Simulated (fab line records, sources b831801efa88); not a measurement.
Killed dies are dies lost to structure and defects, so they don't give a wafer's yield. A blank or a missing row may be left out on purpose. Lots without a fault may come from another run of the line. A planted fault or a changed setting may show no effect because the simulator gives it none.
One fault seen from 2 desks | flow sky130 | each desk has only its own numbers; what lay behind them comes last

THE TOOL OWNER'S DESK: litho_track-01
The tool's own readings at SKY_METAL3_SOFTBAKE_09 (time 90 s): means of the sampled wafers that have a number, for each lot that ran on this tool. A lot is out of limits, marked OUT, if its mean lies more than 4 standard deviations from the usual mean; the brackets give that distance.
Columns: A = heater_power_total_W at SKY_METAL3_SOFTBAKE_09, usual 57.36 W; B = plate_temp_C at SKY_METAL3_SOFTBAKE_09, usual 100.00 C; C = resist_line_temp_C at SKY_METAL3_SOFTBAKE_09, usual 23.01 C
lot  | first seen here | A               | B                | C
L908 | day 38 02:00    | 57.27           | 100.03           | 22.93
L912 | day 39 18:00    | 57.45           | 99.93            | 22.96
L918 | day 41 08:00    | 57.43           | 99.87            | 23.18
L917 | day 41 10:00    | 57.45           | 100.03           | 22.91
L919 | day 41 20:00    | 59.36 (+17) OUT | 102.73 (+23) OUT | 22.90
L920 | day 42 05:00    | 59.47 (+18) OUT | 102.89 (+24) OUT | 23.08
L921 | day 42 07:00    | 59.59 (+19) OUT | 102.66 (+22) OUT | 22.94
L929 | day 44 23:00    | 57.30           | 99.93            | 23.06
This desk's finding: out of limits on L919, L920, L921; first on L919, day 41 20:00 (heater_power_total_W at SKY_METAL3_SOFTBAKE_09). In limits: L908, L912, L918, L917, L929.

THE METROLOGY DESK
What the gauges read, lot by lot, whatever tool the lot ran on: means of the sampled wafers that have a number. A lot is out of limits, marked OUT, if its mean lies more than 4 standard deviations from the usual mean; the brackets give that distance.
Columns: A = METAL2_ALCU_RS at SKY_METAL2_RS_MEAS_05, usual 0.1268 ohm/sq; B = VIA2_HDPCVD_THK at SKY_VIA2_THK_MEAS_01, usual 1182 nm; C = VIA2_OVL at SKY_VIA2_OVL_MEAS_13, usual 3 nm
lot  | first seen here | A      | B    | C
L906 | day 33 13:25    | 0.1272 | 1163 | 6
L907 | day 33 16:20    | 0.1299 | 1174 | -2
L908 | day 34 05:01    | 0.1277 | 1184 | 2
L910 | day 34 18:30    | 0.1252 | 1179 | 8
L911 | day 35 13:58    | 0.1263 | 1190 | 8
L912 | day 35 21:10    | 0.1262 | 1171 | -1
L916 | day 37 06:40    | 0.1258 | 1177 | -1
L918 | day 37 13:25    | 0.1275 | 1185 | 5
L917 | day 37 15:40    | 0.1267 | 1178 | 8
L919 | day 38 01:13    | 0.1266 | 1189 | 10
L920 | day 38 11:28    | 0.1241 | 1181 | -5
L921 | day 38 13:08    | 0.1242 | 1172 | 4
L929 | day 41 10:44    | 0.1266 | 1198 | 9
This desk's finding: nothing out of limits on any of the 13 lots.

PUT TOGETHER
The tool owner's desk could have raised an alarm at day 41 20:00, on L919, L920, L921.
The metrology desk saw nothing out of limits.
The metrology desk has L919, L920, L921 on record, within its limits.
Of the lots named, all ran SKY_METAL3_SOFTBAKE_09 on litho_track-01.

WHAT THE SIMULATOR HAD PUT IN
Process parameter drift: litho_track-01, from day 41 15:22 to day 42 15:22, at SKY_METAL3_SOFTBAKE_09. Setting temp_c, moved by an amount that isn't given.
Lots struck among those shown: L919, L920, L921.
Hours from the fault's start to each desk's first reading out of limits: the tool owner's desk, 5.
